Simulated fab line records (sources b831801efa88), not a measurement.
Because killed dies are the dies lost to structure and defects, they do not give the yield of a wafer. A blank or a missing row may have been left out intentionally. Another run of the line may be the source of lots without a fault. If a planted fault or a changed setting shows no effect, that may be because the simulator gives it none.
A struck lot beside a sound one + flow sky130 + 14 steps out of a route of 708
Sound: the wafers L279.1, L279.4, L279.5. Wafers struck: L288.2, L288.3, L288.6. The cause comes at the end.
Order at every step that has rows: each side's tool, ch and its chambers, its first start. Under that, the readings that differ: sound wafers + struck wafers + difference of the means + sigmas: that difference in standard deviations of wafers without a fault.
alike: a reading whose means differ by less than 2 such deviations, as well as words and numbers matching on both sides. not compared: withheld readings; readings where some wafer has no value; bounds like >300 that might hide an equal value; numbers whose values overlap and for which the record gives no deviation.
A row with sigmas, a row that says differs or no value, or rows on one side alone: a step with any of these is where the two part. Numbers that have no deviation but don't overlap get no sigmas and don't part them. A reading that every wafer of one side lacks parts them only if that side has two wafers or more.

first, 3 steps without rows for these wafers: SKY_VT_ADJUST_HVTP_EXPOSE_04 (exposes mask HVTPM, target cd 380 nm); SKY_VT_ADJUST_HVTP_PEB_05; SKY_VT_ADJUST_HVTP_DEVELOP_06 (develop time 60 s).
SKY_VT_ADJUST_HVTP_CD_MEAS_07: the cd target is 380 nm.
  sound on cd_sem-02 at day 9 06:10; struck on cd_sem-02 at day 11 14:22
  alike: cd_nm
SKY_VT_ADJUST_HVTP_OVL_MEAS_08:
  sound on overlay-02 at day 9 06:17; struck on overlay-01 at day 11 14:28
  alike: VT_ADJUST_HVTP_OVL
next, for these wafers, 1 step has no rows: SKY_VT_ADJUST_HVTP_IMPLANT_09.
SKY_VT_ADJUST_HVTP_STRIP_10: strips in O2/N2.
  sound on plasma_asher-02 ch 0,1, day 9 06:28; struck on plasma_asher-03 ch 0,1, day 11 14:39
| reading                      | sound             | struck            | difference | sigmas |
|------------------------------|-------------------|-------------------|------------|--------|
| strip_time_to_endpoint_s (s) | 14.15 14.20 14.18 | 14.07 14.06 14.06 | -0.11      | -3     |
  alike: drypump_motor_current_A, oes_product_au
  not compared: rf_hours_counter_h
SKY_VT_ADJUST_HVTP_TW_MEAS_11:
  sound on film_metro-01 at day 9 06:34; struck on film_metro-01 at day 11 14:46
  alike: VT_ADJUST_HVTP_TW
then, 4 steps without rows for these wafers: SKY_VT_ADJUST_LVTN_DEHYDRATE_00 (time 60 s); SKY_VT_ADJUST_LVTN_HMDS_01 (prime time 60 s); SKY_VT_ADJUST_LVTN_COAT_02 (resist thk 3000 nm); SKY_VT_ADJUST_LVTN_SOFTBAKE_03.
SKY_VT_ADJUST_LVTN_EXPOSE_04: exposes mask NWM COMPLEMENT LESS NATIVE, target cd 840 nm.
  struck on iline_stepper-02, day 12 03:38; sound on iline_stepper-01 ch 0, day 9 17:34
  no value came back on the struck wafers for exposure_dose_mJ_cm2, focus_offset_nm (nm), sigma_outer; on the sound wafers exposure_dose_mJ_cm2 reads 193.92 193.79 194.08
  alike: mask
next, for these wafers, 1 step has no rows: SKY_VT_ADJUST_LVTN_PEB_05.

WHERE THEY PART
First at SKY_VT_ADJUST_HVTP_STRIP_10; last, within this record, at SKY_VT_ADJUST_LVTN_EXPOSE_04.

WHY: what had been put in by the simulator
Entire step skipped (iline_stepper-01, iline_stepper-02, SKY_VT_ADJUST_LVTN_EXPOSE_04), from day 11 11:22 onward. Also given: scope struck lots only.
